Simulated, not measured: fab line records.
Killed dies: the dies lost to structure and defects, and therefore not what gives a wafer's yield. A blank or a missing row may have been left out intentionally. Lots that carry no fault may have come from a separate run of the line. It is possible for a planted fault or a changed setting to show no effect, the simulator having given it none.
A lot that was struck, set against a sound lot | flow sky130 | 17 out of 708 route steps
Sound: these wafers, L991.1, L991.3, L991.5. Struck: wafers L981.4, L981.6. Last of all comes the cause.
Order at every step that has rows: each side's tool, ch and its chambers, its first start. Under that, the readings that differ: sound wafers | struck wafers | difference of the means | sigmas: that difference in standard deviations of wafers without a fault.
alike: readings whose means differ by less than 2 such deviations, and words and numbers that are the same on both sides. not compared: withheld readings, readings that some wafer has no value for, bounds like >300 that may hide the same value, and numbers for which the record gives no deviation and whose values overlap.
A row with sigmas, a row that says differs or no value, or rows on one side alone: a step with any of these is where the two part. When numbers do not overlap yet have no deviation, they are printed without sigmas and do not part them. A reading that every wafer of one side lacks parts them only if that side has two wafers or more.

first, 3 steps without rows for these wafers: SKY_VIA3_EXPOSE_09 (exposes mask VIM3, target cd 200 nm); SKY_VIA3_PEB_10; SKY_VIA3_DEVELOP_11 (develop time 60 s).
SKY_VIA3_CD_MEAS_12: the cd target is 200 nm.
  struck on cd_sem-02, day 42 20:40; sound on cd_sem-02, day 45 14:20
  alike: cd_nm
SKY_VIA3_OVL_MEAS_13:
  struck on overlay-02, day 42 20:45; sound on overlay-01, day 45 14:27
  alike: VIA3_OVL
SKY_VIA3_ETCH_14: etches BARC in N2/H2, stops on SiO2, time 45.9 s, target depth 60 nm.
  sound on rie_diel-01 ch 0,1, day 45 14:29; struck on rie_diel-02 ch 2,3, day 42 20:46
  alike: drypump_motor_current_A, oes_product_au, throttle_valve_pct
  not compared: rf_hours_counter_h
SKY_VIA3_ETCH_15: etches SiO2 in C4F8/O2/Ar, stops on TiN, target depth 507 nm, time 78 s.
  sound on rie_diel-01 ch 0,1, day 45 14:32; struck on rie_diel-02 ch 2,3, day 42 20:49
  alike: oes_product_au
  not compared: rf_hours_counter_h
SKY_VIA3_STRIP_16: strips in O2/N2.
  sound on plasma_asher-02 ch 0,1, day 45 14:35; struck on plasma_asher-01 ch 0, day 42 20:54
  alike: drypump_motor_current_A, oes_product_au, strip_time_to_endpoint_s
  not compared: rf_hours_counter_h
then, 3 steps without rows for these wafers: SKY_VIA3_STRIP_17 (strips in post etch residue remover, time 1200 s); SKY_VIA3_CLEAN_18 (cleans in IPA, time 180 s); SKY_VIA3_CLEAN_19 (cleans in O3/DIW).
SKY_VIA3_SPUTTER_20: material TiN, target thk 20 nm, time 80 s.
  struck on pvd_sputter-02, day 42 21:29; sound on pvd_sputter-02, day 45 15:11
  alike: throttle_valve_pct
SKY_VIA3_CVD_21: deposits W, target thk 390 nm, time 117.31 s.
  sound on cvd_w-01 ch 0,1, day 45 15:15; struck on cvd_w-01 ch 1, day 42 21:34
  reading                            | sound             | struck    | difference | sigmas
  model.W_of_VIA3_CVD_21.thk_nm (nm) | 390.7 394.8 393.2 | 235.8 241 | -154.5     |
  alike: heater_power_w, susceptor_temp_C
SKY_VIA3_RS_MEAS_22: measurement is done with a four-point probe.
  struck on film_metro-03, day 42 21:59; sound on film_metro-02, day 45 15:22
  reading            | sound             | struck      | difference | sigmas
  VIA3_W_RS (ohm/sq) | 0.293 0.290 0.291 | 0.490 0.479 | +0.193     | +48
  not compared: hold
SKY_VIA3_THK_MEAS_23: measures by xrf.
  struck on film_metro-03, day 43 12:27; sound on film_metro-02, day 45 15:29
  reading         | sound       | struck                                              | difference                   | sigmas
  hold            | - - -       | await_dispo/14.4h/release await_dispo/14.4h/release | no value on the sound wafers |
  VIA3_W_THK (nm) | 400 405 402 | 236 241                                             | -164                         | -26
SKY_VIA3_CMP_24: polishes, stops on SiO2, t overpolish 20 s, target thk 0 nm.
  sound on cmp-02 ch 0,3, day 45 15:36; struck on cmp-02 ch 1,3, day 43 12:38
  reading                | sound    | struck | difference | sigmas
  time_to_endpoint_s (s) | 94 94 98 | 54 58  | -39        | -11
  alike: motor_current_A
SKY_METAL4_SPUTTER_00: material Ti, target thk 15 nm, time 10 s.
  struck on pvd_sputter-01, day 43 13:29; sound on pvd_sputter-01, day 45 15:51
  alike: throttle_valve_pct

## WHERE THEY PART
Earliest at SKY_VIA3_RS_MEAS_22; latest, in this record, at SKY_VIA3_CMP_24. Later steps at which nothing parts them and some readings are alike: SKY_METAL4_SPUTTER_00.

WHY: the cause the simulator had injected
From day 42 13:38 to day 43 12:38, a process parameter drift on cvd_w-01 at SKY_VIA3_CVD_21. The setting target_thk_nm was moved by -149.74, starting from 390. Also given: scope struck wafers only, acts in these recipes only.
